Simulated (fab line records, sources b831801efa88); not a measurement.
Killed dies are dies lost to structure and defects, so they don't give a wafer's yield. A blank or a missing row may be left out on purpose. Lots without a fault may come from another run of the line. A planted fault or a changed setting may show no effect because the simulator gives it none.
Problem report in the 8D (eight disciplines) form, filled by code | flow sky130 | the parts of the form that need people (team, actions taken, sign-off) are left out

1. THE PROBLEM
strip_time_to_endpoint_s at SKY_METAL3_STRIP_19 reads a mean of 3.04 s on 6 wafers of 2 lots; wafers without a fault read 6.62 s with a standard deviation of 0.066. That is -54 standard deviations from the usual mean.
The step: strips in O2/N2.
First seen on wafer L632.3, day 38 15:19, on plasma_asher-03. The record holds 42 wafers of 14 lots with a number at this step. Rule for "out", or "out of limits": more than 4 standard deviations from the usual mean. The other wafers with a number count as sound.

2. WHAT IT IS AND WHAT IT IS NOT
question                    | is                                       | is not
which readings at this step | strip_time_to_endpoint_s, oes_product_au | chamber_pressure_mTorr, drypump_motor_current_A
which lots                  | L632, L633                               | L634, L642, L643, L644, L646, L647, L648, L649, L650, L651, L653, L654
which wafers of those lots  | all that have a number                   | -
read on which tools         | plasma_asher-03                          | plasma_asher-02, plasma_asher-04
when                        | from day 38 15:19                        | up to then (0 sound wafers); but 36 sound wafers of L634, L642, L643, L644, L646, L647, L648, L649, L650, L651, L653, L654 came after

3. SUSPECTS, AND WHAT RULES EACH OUT
Counting: a tool at a process step up to the reading stays a suspect if it ran every lot that is out and no sound lot after the first of them.
- pvd_sputter-02 at SKY_METAL3_SPUTTER_03 (material Ti, target thk 5 nm, time 3.3 s): ruled out as a lasting fault. Sound lots L642, L647, L644, L646, L649 ran on it after its first lot that is out, L632 (day 36 09:59).
- rie_metal-03 at SKY_METAL3_METAL_ETCH_18 (etches the open film in Cl2/BCl3, stops on SiO2, target depth 845 nm, time 183.1 s): ruled out as a lasting fault. Sound lots L647, L643, L644, L651, L654 ran on it after its first lot that is out, L632 (day 38 15:10).
- plasma_asher-03 at SKY_METAL3_STRIP_19 (strips in O2/N2): ruled out as a lasting fault. Sound lots L642, L644, L646, L650, L651, L654 ran on it after its first lot that is out, L632 (day 38 15:19).
Left after counting: nothing in the record.

4. THE CAUSE (what the simulator had put in)
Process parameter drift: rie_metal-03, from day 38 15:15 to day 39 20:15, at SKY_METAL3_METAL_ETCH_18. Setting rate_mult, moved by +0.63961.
Counting ruled it out, wrongly: the rule takes a fault to strike every lot that its tool runs from its start on, and this one did not.

5. THE CHAIN OF EFFECTS, in route order
Each row: a reading whose mean over the struck wafers that have a number lies more than 3 standard deviations from the usual. Only readings for which the record gives a usual standard deviation are gone through. hours: the time from each lot's start at the first step in this table that gives one to its start at this step, as a median over the lots. sigmas: the change in usual standard deviations.
hours | step                | reading                  | usual      | on struck wafers | change | sigmas
0     | SKY_METAL3_STRIP_19 | oes_product_au           | 0.507 a.u. | 0.356            | -0.151 | -29
0     | SKY_METAL3_STRIP_19 | strip_time_to_endpoint_s | 6.62 s     | 3.04             | -3.58  | -54
The process steps in it:
- SKY_METAL3_STRIP_19: strips in O2/N2.

6. WHAT WOULD HAVE CAUGHT IT SOONER
In this record the first reading out of limits was taken at day 38 15:19, 0 hours after the fault began at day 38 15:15.
Of the tool readings at SKY_METAL3_METAL_ETCH_18 for which the record gives a usual standard deviation, none was out on any struck wafer, so an alarm limit of 4 standard deviations on them would not have fired.
